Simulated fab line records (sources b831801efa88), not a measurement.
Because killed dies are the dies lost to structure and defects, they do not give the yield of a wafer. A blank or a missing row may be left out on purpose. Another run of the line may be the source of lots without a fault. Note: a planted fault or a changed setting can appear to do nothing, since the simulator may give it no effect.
fab line records	flow sky130
[record] lots = 7	wafers = 21	lastDay = 50
route steps=708 shown VIA3@589 METAL4@598 PAD_OPEN@708
lots that met no fault: taken from a fault-free run of the same line
startH: the number of hours between the record's first day and the start of the first shown wafer of the lot	waitH: hours since the lot's step before	" repeats the value in the row above	L1.1+2: one row covering several wafers at once	- no value present, or no start provided	* or withheld: withheld	< > ~ a bound
route shown NAME@n: a module of which the file shows steps, and the number in the route of the first	usual: the fault-free wafers' mean and standard deviation	same: alike in all rows	chamber/n: place in a boat	sites: the reading at each site	_std_site: their standard deviation	_edge_site: inner sites' mean taken away from outer sites' mean	radiusMm: how far each site lies from the wafer's centre	mask NAME#n: copy n	behind: the tool/chamber that last shaped the wafer	hold: the reason the lot was held/the length of the hold in hours/how it ended	device: the n, p or np transistor that did not switch	end of line: tests run on the same wafers once the route is complete	a step without rows: its recipe alone	killed: dies that structure and defects cost at the first sort, which is not the same as the wafer's yield	map: shows each die of a wafer: x if killed, . if not, _ if none is there
set.NAME: setting as actually run; set.NAME@STEP: the setting as run at that earlier step	model.NAME: the simulator's own value behind a step, which no gauge read
certain route steps with their lots: each step a table, each wafer a row
services: from which hour (startH, from the record's first day; less than 0 if before it) a tool's chamber was out of use, for how many hours, and why
[[steps]]
[step SKY_VIA3_STRIP_16]
[recipe] chemistry = O2/N2	powerW = 1400	pressureMtorr = 1500	platenTempC = withheld	o2FlowSccm = 3000	n2FlowSccm = 300	overashFraction = 0.5
[usual] drypumpMotorCurrentA = 5.4/0.36	oesProductAu = 0.402/0.0043	stripTimeToEndpointS = 4.131/0.019
[same] overashFraction = 0.5
lot.wafer	tool	chamber	startH	waitH	drypumpMotorCurrentA	oesProductAu	rfHoursCounterH	stripTimeToEndpointS
L418.1	plasmaAsher-03	0	946.32	0.0	6.1	0.394	18	4.125
L418.5	"	0	"	"	6.1	0.395	-	4.099
L418.6	"	1	"	"	5.3	0.404	-	4.114
L419.3	plasmaAsher-02	0	962.51	0.1	4.9	0.406	-	4.152
L419.4	"	1	"	"	5.7	0.396	-	4.137
L419.5	"	1	"	"	5.7	0.397	-	4.125
L420.2	plasmaAsher-02	0	963.89	0.0	4.9	0.409	117	4.155
L420.3	"	0	"	"	4.9	0.396	-	4.128
L420.4	"	1	"	"	5.7	0.399	-	4.096
L422.2	plasmaAsher-03	1	975.72	0.0	5.4	0.399	21	4.159
L422.4	"	1	"	"	5.4	0.397	-	4.126
L422.5	"	1	"	"	5.3	0.395	-	4.180
L421.3	plasmaAsher-04	0	976.06	0.1	5.1	0.405	-	4.128
L421.4	"	1	"	"	5.4	0.397	-	4.120
L421.6	"	1	"	"	5.3	0.400	-	4.128
L430.3	plasmaAsher-02	0	1033.66	0.1	4.9	0.402	-	4.125
L430.4	"	1	"	"	5.7	0.396	-	4.111
L430.5	"	0	"	"	4.9	0.402	-	4.132
L437.1	plasmaAsher-03	1	1077.27	0.0	5.3	0.409	28	4.143
L437.2	"	0	"	"	6.1	0.407	28	4.156
L437.4	"	0	"	"	6.1	0.389	-	4.146
[step SKY_VIA3_STRIP_17]
[recipe] chemistry = postEtchResidueRemover	timeS = 1200	tempC = 72.5
[step SKY_VIA3_CLEAN_18]
[recipe] chemistry = IPA	timeS = 180	tempC = 25
[step SKY_VIA3_CLEAN_19]
[recipe] chemistry = O3/DIW	dry = n2Spin
[step SKY_VIA3_SPUTTER_20]
[recipe] material = TiN	targetThkNm = 20	chamberPressurePa = 5	powerW = 4000	timeS = 80
[step SKY_VIA3_CVD_21]
[recipe] material = W	targetThkNm = 390	timeS = 117.31	tempC = 400	pressureTorr = 40
[step SKY_VIA3_RS_MEAS_22]
[recipe] thkMeasGauge = four-point-probe	reads = W_of_VIA3_CVD_21+TiN_of_VIA3_SPUTTER_20
[usual] VIA3_W_RS = 0.294/0.003
lot.wafer	tool	chamber	startH	waitH	VIA3_W_RS[ohm/sq]
L418.1	filmMetro-04	-	947.13	0.1	0.299
L418.5	"	-	"	"	0.299
L418.6	"	-	"	"	0.300
L419.3	filmMetro-02	-	963.29	0.1	0.288
L419.4	"	-	"	"	0.290
L419.5	"	-	"	"	0.293
L420.2	filmMetro-02	-	964.68	0.1	0.292
L420.3	"	-	"	"	0.292
L420.4	"	-	"	"	0.293
L422.2	filmMetro-03	-	976.56	0.1	0.293
L422.4	"	-	"	"	0.292
L422.5	"	-	"	"	0.293
L421.3	filmMetro-02	-	976.95	0.1	0.288
L421.4	"	-	"	"	0.291
L421.6	"	-	"	"	0.291
L430.3	filmMetro-02	-	1034.45	0.1	0.294
L430.4	"	-	"	"	0.293
L430.5	"	-	"	"	0.296
L437.1	filmMetro-03	-	1078.06	0.1	0.298
L437.2	"	-	"	"	0.300
L437.4	"	-	"	"	0.299
[step SKY_VIA3_THK_MEAS_23]
[recipe] thkMeasGauge = xrf	reads = W_of_VIA3_CVD_21
[usual] VIA3_W_THK = 399/7.4
lot.wafer	tool	chamber	startH	waitH	VIA3_W_THK[nm]
L418.1	filmMetro-04	-	947.25	0.1	393
L418.5	"	-	"	"	394
L418.6	"	-	"	"	392
L419.3	filmMetro-02	-	963.39	0.1	412
L419.4	"	-	"	"	408
L419.5	"	-	"	"	401
L420.2	filmMetro-02	-	964.79	0.1	406
L420.3	"	-	"	"	407
L420.4	"	-	"	"	406
L422.2	filmMetro-03	-	976.67	0.1	390
L422.4	"	-	"	"	392
L422.5	"	-	"	"	389
L421.3	filmMetro-02	-	977.05	0.1	407
L421.4	"	-	"	"	405
L421.6	"	-	"	"	406
L430.3	filmMetro-02	-	1034.55	0.1	404
L430.4	"	-	"	"	404
L430.5	"	-	"	"	403
L437.1	filmMetro-03	-	1078.18	0.1	388
L437.2	"	-	"	"	385
L437.4	"	-	"	"	389
[step SKY_VIA3_CMP_24]
[recipe] stopOn = SiO2	tOverpolishS = 20	downForcePsi = 3.5	platenRpm = 60	targetThkNm = 0	padVelocityMS = 0.94248
[usual] motorCurrentA = 10.4/0.63	overpolishRunS = 20.000/0.0088	timeToEndpointS = 94.9/3
lot.wafer	tool	chamber	startH	waitH	motorCurrentA	overpolishRunS	timeToEndpointS
L418.1	cmp-02	3	947.31	0.1	10.3	20.000	93.6
L418.5	"	3	"	"	10.5	20.006	94.3
L418.6	"	0	"	"	9.7	19.995	95.8
L419.4	cmp-02	3	963.48	0.1	10.1	19.987	93.3
L419.3	"	1	"	"	10.2	19.993	93.8
L419.5	"	2	"	"	10.6	20.007	91.4
L420.4	cmp-01	3	964.84	0.0	11.1	19.991	92.9
L420.3	"	1	"	"	9.8	19.983	98.9
L420.2	"	2	"	"	10.7	20.004	90.6
L422.2	cmp-02	1	976.82	0.1	10.4	19.987	91.6
L422.4	"	2	"	"	11.0	20.006	94.0
L422.5	"	0	"	"	9.5	19.994	96.0
L421.3	cmp-01	0	977.19	0.1	11.7	20.015	91.5
L421.4	"	1	"	"	10.0	19.993	91.6
L421.6	"	2	"	"	10.6	19.992	89.8
L430.4	cmp-02	0	1034.59	0.0	9.6	19.996	99.7
L430.3	"	2	"	"	10.7	19.998	97.7
L430.5	"	0	"	"	9.6	20.008	98.0
L437.2	cmp-02	0	1078.24	0.0	9.9	19.998	96.1
L437.4	"	2	"	"	10.6	20.002	91.3
L437.1	"	3	"	"	10.2	19.996	93.0
[step SKY_METAL4_SPUTTER_00]
[recipe] material = Ti	targetThkNm = 15	powerW = 3000	timeS = 10	chamberPressurePa = 0.4
[usual] cathodeDcPowerW = 3000.0/0.53	chamberPressurePa = 0.4001/0.0008	throttleValvePct = 30.0/0.94
lot.wafer	tool	chamber	startH	waitH	cathodeDcPowerW	chamberPressurePa	throttleValvePct
L418.1	pvdSputter-01	-	947.61	0.2	3000.3	0.4001	31.3
L418.5	"	-	"	"	2999.6	0.4006	31.6
L418.6	"	-	"	"	3001.1	0.4014	29.9
L419.3	pvdSputter-04	-	963.73	0.1	3000.4	0.4000	31.4
L419.4	"	-	"	"	3000.2	0.3999	30.7
L419.5	"	-	"	"	2999.1	0.3998	31.3
L420.2	pvdSputter-04	-	965.14	0.1	2999.9	0.4008	31.3
L420.3	"	-	"	"	2999.1	0.3996	30.4
L420.4	"	-	"	"	2999.8	0.4008	29.7
L422.2	pvdSputter-02	-	977.02	0.1	2999.2	0.4008	28.6
L422.4	"	-	"	"	3000.6	0.3993	30.0
L422.5	"	-	"	"	3000.8	0.3997	30.1
L421.3	pvdSputter-04	-	977.39	0.1	3000.5	0.3998	28.6
L421.4	"	-	"	"	2999.9	0.3992	29.8
L421.6	"	-	"	"	2999.9	0.3994	31.4
L430.3	pvdSputter-02	-	1034.91	0.2	3000.0	0.3996	29.4
L430.4	"	-	"	"	3000.7	0.3999	28.3
L430.5	"	-	"	"	3000.2	0.3989	30.0
L437.1	pvdSputter-02	-	1078.54	0.1	3000.3	0.4009	29.6
L437.2	"	-	"	"	3000.0	0.4012	30.1
L437.4	"	-	"	"	3000.6	0.4006	28.5
[step SKY_METAL4_SPUTTER_01]
[recipe] material = TiN	targetThkNm = 20	powerW = 6500	timeS = 16.7	chamberPressurePa = 0.4
[step SKY_METAL4_SPUTTER_02]
[recipe] material = AlCu	targetThkNm = 735	powerW = 10600	timeS = 39.1	chamberPressurePa = 0.4
[usual] cathodeDcPowerW = 10600/2.1	chamberPressurePa = 0.3999/0.00077	throttleValvePct = 30.0/0.95
lot.wafer	tool	chamber	startH	waitH	cathodeDcPowerW	chamberPressurePa	throttleValvePct
L418.1	pvdSputter-01	-	947.66	0.0	10599	0.3994	31.5
L418.5	"	-	"	"	10599	0.3990	31.6
L418.6	"	-	"	"	10600	0.3997	30.3
L419.3	pvdSputter-04	-	963.78	0.0	10598	0.3999	30.9
L419.4	"	-	"	"	10606	0.3999	30.5
L419.5	"	-	"	"	10601	0.4011	31.4
L420.2	pvdSputter-04	-	965.19	0.0	10600	0.3988	31.0
L420.3	"	-	"	"	10600	0.3993	30.5
L420.4	"	-	"	"	10603	0.3993	29.6
L422.2	pvdSputter-02	-	977.07	0.0	10601	0.3989	28.6
L422.4	"	-	"	"	10596	0.3984	29.6
L422.5	"	-	"	"	10601	0.3992	30.0
L421.3	pvdSputter-04	-	977.44	0.0	10597	0.4000	28.8
L421.4	"	-	"	"	10599	0.3998	29.6
L421.6	"	-	"	"	10601	0.3999	31.3
L430.3	pvdSputter-02	-	1034.96	0.0	10598	0.3993	29.4
L430.4	"	-	"	"	10602	0.3999	28.3
L430.5	"	-	"	"	10602	0.4009	29.9
L437.1	pvdSputter-02	-	1078.59	0.0	10602	0.3984	30.0
L437.2	"	-	"	"	10601	0.3994	30.4
L437.4	"	-	"	"	10600	0.4008	28.3
[step SKY_METAL4_SPUTTER_03]
[recipe] material = Ti	targetThkNm = 5	powerW = 3000	timeS = 3.3	chamberPressurePa = 0.4
[usual] cathodeDcPowerW = 3000.0/0.47	chamberPressurePa = 0.3999/0.00075	throttleValvePct = 30.0/0.95
lot.wafer	tool	chamber	startH	waitH	cathodeDcPowerW	chamberPressurePa	throttleValvePct
L418.1	pvdSputter-01	-	947.70	0.0	-	-	-
L418.5	"	-	"	"	-	-	-
L418.6	"	-	"	"	-	-	-
L419.3	pvdSputter-04	-	963.82	0.0	-	-	-
L419.4	"	-	"	"	-	-	-
L419.5	"	-	"	"	-	-	-
L420.2	pvdSputter-04	-	965.23	0.0	-	-	-
L420.3	"	-	"	"	-	-	-
L420.4	"	-	"	"	-	-	-
L422.2	pvdSputter-02	-	977.11	0.0	3000.1	0.3997	28.4
L422.4	"	-	"	"	3000.6	0.3990	29.8
L422.5	"	-	"	"	3000.0	0.4000	30.0
L421.3	pvdSputter-04	-	977.48	0.0	3000.4	0.3988	28.7
L421.4	"	-	"	"	2999.3	0.3994	29.6
L421.6	"	-	"	"	3000.1	0.3997	31.1
L430.3	pvdSputter-02	-	1034.99	0.0	3000.4	0.3993	29.5
L430.4	"	-	"	"	3000.2	0.4008	28.5
L430.5	"	-	"	"	3000.0	0.3988	30.2
L437.1	pvdSputter-02	-	1078.62	0.0	2999.3	0.3999	29.9
L437.2	"	-	"	"	3000.2	0.3995	30.3
L437.4	"	-	"	"	3000.2	0.3989	28.5
[step SKY_METAL4_SPUTTER_04]
[recipe] material = TiN	targetThkNm = 70	powerW = 6500	timeS = 58.3	chamberPressurePa = 0.4
[usual] cathodeDcPowerW = 6500.0/1.1	chamberPressurePa = 0.4000/0.00088	throttleValvePct = 30.0/0.94
lot.wafer	tool	chamber	startH	waitH	cathodeDcPowerW	chamberPressurePa	throttleValvePct
L418.1	pvdSputter-01	-	947.71	0.0	6498.8	0.4000	31.3
L418.5	"	-	"	"	6500.4	0.4017	31.7
L418.6	"	-	"	"	6499.8	0.3997	30.3
L419.3	pvdSputter-04	-	963.84	0.0	6500.5	0.3990	31.1
L419.4	"	-	"	"	6498.1	0.4006	30.4
L419.5	"	-	"	"	6499.4	0.3997	31.2
L420.2	pvdSputter-04	-	965.25	0.0	6498.8	0.4006	31.3
L420.3	"	-	"	"	6501.7	0.3989	30.5
L420.4	"	-	"	"	6500.8	0.3989	29.5
L422.2	pvdSputter-02	-	977.13	0.0	6500.9	0.3999	28.5
L422.4	"	-	"	"	6499.8	0.4003	29.9
L422.5	"	-	"	"	6501.0	0.3990	29.9
L421.3	pvdSputter-04	-	977.50	0.0	6500.3	0.4000	28.4
L421.4	"	-	"	"	6500.2	0.4003	29.9
L421.6	"	-	"	"	6501.8	0.3987	31.1
L430.3	pvdSputter-02	-	1035.01	0.0	6500.2	0.4001	29.5
L430.4	"	-	"	"	6499.5	0.3995	28.4
L430.5	"	-	"	"	6500.5	0.4004	30.1
L437.1	pvdSputter-02	-	1078.64	0.0	6500.1	0.3999	29.9
L437.2	"	-	"	"	6500.9	0.4008	30.2
L437.4	"	-	"	"	6500.4	0.4013	28.4
[step SKY_PAD_OPEN_PROBE_99]
[usual] defectLimitedYield = 82.4/2.1	killed_at_M0_to_M3 = 44/7.3	killed_at_M4_up = 3.0/1.9	killedAtContacts = 24/5	killedAtFrontEnd = 16/4.5	killedAtOther = 0.3/0.46	killedDies = 87/10	killedOpen = 47/8.3	killedShort = 39/6.4	sort_bin_3_pad_short = 0.8/0.43	sort_bin_5_function = 10.5/1.6	sort_bin_6_memory = 6.3/1.1	sortNPass = 405/10	sortYieldPct = 82.4/2.1
[same] grossDies = 492	killedAtBackSide = 0	sort_bin_4_leakage[%] = 0	sort_bin_8_speed[%] = 0
lot.wafer	tool	chamber	startH	waitH	defectLimitedYield[%]	killed_at_M0_to_M3	killed_at_M4_up	killedAtContacts	killedAtFrontEnd	killedAtOther	killedDies	killedOpen	killedShort	sort_bin_3_pad_short[%]	sort_bin_5_function[%]	sort_bin_6_memory[%]	sortNPass	sortYieldPct[%]	model.etest.via4Chain.rcOhm
L418.1	prober-02	-	1090.13	0.1	84.6	38	4	25	9	0	76	37	39	0.4	9.3	5.7	416	84.6	0.9497
L418.5	prober-02	-	1090.33	0.2	82.9	44	0	27	13	0	84	48	36	0.6	11.6	4.9	408	82.9	0.9082
L418.6	prober-02	-	1090.38	0.2	81.1	46	0	30	17	0	93	53	40	0.8	11.0	7.1	399	81.1	0.9129
L419.3	prober-01	-	1102.83	0.2	78.7	56	2	27	20	0	105	66	39	1.8	12.0	7.5	387	78.7	0.9167
L419.4	prober-01	-	1102.88	0.2	80.1	50	4	23	21	0	98	62	36	1.6	12.4	5.9	394	80.1	0.8942
L419.5	prober-01	-	1102.93	0.2	77.4	58	8	24	21	0	111	66	45	0.6	14.4	7.5	381	77.4	0.9058
L420.2	prober-02	-	1105.28	0.1	79.9	52	1	27	19	0	99	59	40	1.0	12.0	7.1	393	79.9	0.9439
L420.3	prober-02	-	1105.33	0.2	82.5	46	0	30	10	0	86	49	37	0.8	9.6	7.1	406	82.5	0.9559
L420.4	prober-02	-	1105.38	0.2	83.7	41	4	25	8	2	80	48	32	0.6	9.8	5.9	412	83.7	0.8863
L422.2	prober-01	-	1114.30	0.1	85.4	31	4	24	13	0	72	37	35	0.4	9.3	4.9	420	85.4	0.8282
L422.4	prober-01	-	1114.40	0.2	82.5	49	2	21	13	1	86	38	48	0.4	11.2	5.9	406	82.5	0.8029
L422.5	prober-01	-	1114.45	0.2	82.5	48	2	23	13	0	86	58	28	0.4	11.0	6.1	406	82.5	0.7835
L421.3	prober-02	-	1115.68	0.2	82.9	51	3	19	11	0	84	48	36	0.8	10.8	5.5	408	82.9	0.781
L421.4	prober-02	-	1115.73	0.2	82.9	45	3	26	10	0	84	51	33	0.8	10.0	6.3	408	82.9	0.7632
L421.6	prober-02	-	1115.83	0.2	82.1	43	4	27	14	0	88	50	38	0.2	13.0	4.7	404	82.1	0.8131
L430.3	prober-02	-	1162.85	0.2	81.3	45	6	23	18	0	92	52	40	1.2	11.2	6.3	400	81.3	0.8222
L430.4	prober-02	-	1162.90	0.2	83.5	41	5	23	12	0	81	43	38	0.6	10.6	5.3	411	83.5	0.7725
L430.5	prober-02	-	1162.95	0.2	85.0	43	1	16	13	1	74	33	41	0.6	9.6	4.9	418	85.0	0.8153
L437.1	prober-01	-	1195.69	0.1	83.1	41	4	26	12	0	83	38	45	1.2	10.4	5.3	409	83.1	0.848
L437.2	prober-01	-	1195.74	0.1	82.5	33	7	30	16	0	86	43	43	1.0	11.6	4.9	406	82.5	0.8363
L437.4	prober-01	-	1195.84	0.2	83.5	39	4	18	19	1	81	46	35	0.6	9.6	6.3	411	83.5	0.7954
// killed by level:class
L418.1 CONTACT:geometricParticle:open=9 VIA1:geometricParticle:open=8 CONTACT:geometricParticle:short=6 METAL2:geometricParticle:short=6 VIA3:geometricParticle:open=6 LI_CONTACT:geometricParticle:open=5 VIA2:geometricParticle:open=5 POLY_GATE:geometricParticle:short=4
L418.5 CONTACT:geometricParticle:open=11 METAL1:geometricParticle:short=8 LI_CONTACT:geometricParticle:open=7 POLY_GATE:geometricParticle:open=6 VIA2:geometricParticle:open=6 VIA1:geometricParticle:open=6 METAL2:geometricParticle:short=6 LOCAL_INTERCONNECT:geometricParticle:short=5
L418.6 CONTACT:geometricParticle:open=17 METAL1:geometricParticle:short=9 VIA3:geometricParticle:open=8 VIA2:geometricParticle:open=7 FIELD_ISO:geometricParticle:short=6 LI_CONTACT:geometricParticle:open=6 VIA1:geometricParticle:short=6 VIA1:geometricParticle:open=5
L419.3 CONTACT:geometricParticle:open=14 VIA1:geometricParticle:open=12 VIA3:geometricParticle:open=10 FIELD_ISO:geometricParticle:open=8 LI_CONTACT:geometricParticle:open=6 VIA1:geometricParticle:short=6 VIA2:geometricParticle:open=5 FIELD_ISO:geometricParticle:short=5
L419.4 VIA1:geometricParticle:open=12 CONTACT:geometricParticle:open=10 VIA3:geometricParticle:open=8 FIELD_ISO:geometricParticle:open=7 LI_CONTACT:geometricParticle:open=7 VIA3:geometricParticle:short=6 VIA1:geometricParticle:short=5 VIA2:geometricParticle:open=5
L419.5 VIA3:geometricParticle:open=12 CONTACT:geometricParticle:open=12 VIA1:geometricParticle:open=11 VIA1:geometricParticle:short=8 POLY_GATE:geometricParticle:open=7 VIA2:geometricParticle:open=7 VIA3:geometricParticle:short=6 LI_CONTACT:geometricParticle:open=5
L420.2 VIA1:geometricParticle:open=14 VIA3:geometricParticle:open=12 CONTACT:geometricParticle:open=9 LI_CONTACT:geometricParticle:open=9 FIELD_ISO:geometricParticle:short=6 POLY_GATE:geometricParticle:short=6 METAL1:geometricParticle:short=6 VIA2:geometricParticle:short=6
L420.3 VIA3:geometricParticle:open=11 CONTACT:geometricParticle:short=10 LI_CONTACT:geometricParticle:open=9 VIA1:geometricParticle:open=9 METAL2:geometricParticle:short=7 VIA2:geometricParticle:open=6 CONTACT:geometricParticle:open=6 METAL1:geometricParticle:short=4
L420.4 VIA1:geometricParticle:open=9 VIA2:geometricParticle:open=9 CONTACT:geometricParticle:open=9 LI_CONTACT:geometricParticle:open=8 VIA3:geometricParticle:open=6 CONTACT:geometricParticle:short=5 METAL1:geometricParticle:short=5 METAL2:geometricParticle:short=5
L422.2 LI_CONTACT:geometricParticle:open=8 CONTACT:geometricParticle:open=6 VIA1:geometricParticle:short=6 CONTACT:geometricParticle:short=5 LOCAL_INTERCONNECT:geometricParticle:short=4 VIA1:geometricParticle:open=4 VIA3:geometricParticle:open=4 FIELD_ISO:geometricParticle:short=3
L422.4 VIA1:geometricParticle:open=15 CONTACT:geometricParticle:short=8 METAL1:geometricParticle:short=6 VIA1:geometricParticle:short=6 METAL2:geometricParticle:short=5 FIELD_ISO:geometricParticle:short=4 VIA2:geometricParticle:open=4 LI_CONTACT:geometricParticle:short=4
L422.5 VIA1:geometricParticle:open=12 LI_CONTACT:geometricParticle:open=10 CONTACT:geometricParticle:open=8 VIA2:geometricParticle:open=7 METAL2:geometricParticle:short=6 VIA3:geometricParticle:open=6 SPACER:geometricParticle:open=5 LOCAL_INTERCONNECT:geometricParticle:short=5
L421.3 VIA1:geometricParticle:open=14 VIA2:geometricParticle:open=9 METAL2:geometricParticle:short=7 CONTACT:geometricParticle:open=6 CONTACT:geometricParticle:short=5 VIA3:geometricParticle:open=5 METAL3:geometricParticle:short=4 LI_CONTACT:geometricParticle:open=4
L421.4 VIA1:geometricParticle:open=18 CONTACT:geometricParticle:open=10 VIA3:geometricParticle:open=6 LI_CONTACT:geometricParticle:open=5 CONTACT:geometricParticle:short=5 LI_CONTACT:geometricParticle:short=4 VIA1:geometricParticle:short=4 VIA2:geometricParticle:open=4
L421.6 VIA1:geometricParticle:open=12 CONTACT:geometricParticle:open=11 LI_CONTACT:geometricParticle:open=9 METAL2:geometricParticle:short=7 FIELD_ISO:geometricParticle:short=5 VIA1:geometricParticle:short=5 FIELD_ISO:geometricParticle:open=4 LOCAL_INTERCONNECT:geometricParticle:short=4
L430.3 VIA1:geometricParticle:open=12 CONTACT:geometricParticle:open=9 VIA3:geometricParticle:open=7 FIELD_ISO:geometricParticle:open=6 VIA2:geometricParticle:open=6 METAL2:geometricParticle:short=6 LI_CONTACT:geometricParticle:open=5 FIELD_ISO:geometricParticle:short=4
L430.4 METAL1:geometricParticle:short=10 CONTACT:geometricParticle:open=9 VIA3:geometricParticle:open=8 VIA1:geometricParticle:open=6 LI_CONTACT:geometricParticle:open=6 FIELD_ISO:geometricParticle:open=5 METAL4:geometricParticle:short=4 VIA2:geometricParticle:short=4
L430.5 VIA1:geometricParticle:open=10 METAL1:geometricParticle:short=8 LI_CONTACT:geometricParticle:open=7 FIELD_ISO:geometricParticle:short=4 FIELD_ISO:geometricParticle:open=4 LI_CONTACT:geometricParticle:short=4 VIA2:geometricParticle:open=4 VIA3:geometricParticle:short=4
L437.1 CONTACT:geometricParticle:open=11 METAL1:geometricParticle:short=7 VIA2:geometricParticle:open=6 VIA1:geometricParticle:open=6 CONTACT:geometricParticle:short=6 FIELD_ISO:geometricParticle:short=5 VIA3:geometricParticle:short=5 VIA3:geometricParticle:open=5
L437.2 CONTACT:geometricParticle:open=9 VIA1:geometricParticle:open=8 CONTACT:geometricParticle:short=8 LI_CONTACT:geometricParticle:open=7 VIA3:geometricParticle:open=7 POLY_GATE:geometricParticle:short=6 METAL4:geometricParticle:short=6 LI_CONTACT:geometricParticle:short=5
L437.4 VIA1:geometricParticle:open=10 CONTACT:geometricParticle:open=9 METAL1:geometricParticle:short=8 FIELD_ISO:geometricParticle:open=7 POLY_GATE:geometricParticle:open=4 METAL2:geometricParticle:short=4 VIA1:geometricParticle:short=4 VIA2:geometricParticle:open=4
[[services]]
tool	chamber	startH	hours	kind
pvdSputter-04	-	923.89	1.2	repair
cmp-01	-	930.78	3.3	repair
plasmaAsher-04	-	934.71	3.2	repair
pvdSputter-02	-	938.01	8.6	repair
cmp-02	-	947.66	2.0	repair
plasmaAsher-02	-	974.25	0.9	repair
pvdSputter-04	-	980.78	1.0	repair
cmp-01	-	982.39	12.0	repair
cmp-01	-	998.73	6.5	pm
plasmaAsher-03	-	1006.89	6.4	repair
plasmaAsher-03	-	1013.32	2.8	pm
plasmaAsher-03	-	1017.33	1.6	repair
cmp-02	-	1018.18	8.7	pm
plasmaAsher-03	-	1018.53	10.4	repair
cmp-01	-	1023.97	0.7	repair
pvdSputter-04	-	1032.28	4.2	repair
pvdSputter-02	1	1035.06	-	consumableReplace:kit
pvdSputter-02	1	1035.06	18.0	scheduledDown
pvdSputter-02	1	1035.06	18.0	ventCycle
pvdSputter-01	-	1036.32	1.5	repair
plasmaAsher-03	-	1040.47	14.6	pm
plasmaAsher-02	-	1045.63	14.6	pm
plasmaAsher-02	-	1060.23	9.0	pm
cmp-01	-	1066.92	0.9	repair
[[key]]
[firstSign] step = SKY_METAL4_SPUTTER_03	reading = toolRecord	direction = missing
effect none on later readings
[modelEffect] step = SKY_PAD_OPEN_PROBE_99	value = etest.via4Chain.rcOhm	without = 0.798	struck = 0.9193
metAt SKY_METAL4_SPUTTER_03
struckWafers L418.1,L418.5,L418.6,L419.3,L419.4,L419.5,L420.2,L420.3,L420.4
[fault] kind = skippedStepWhole	tool = pvdSputter-01,pvdSputter-04	chamber = -	onsetH = 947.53	steps = SKY_METAL4_SPUTTER_03	scope = struckLotsOnly
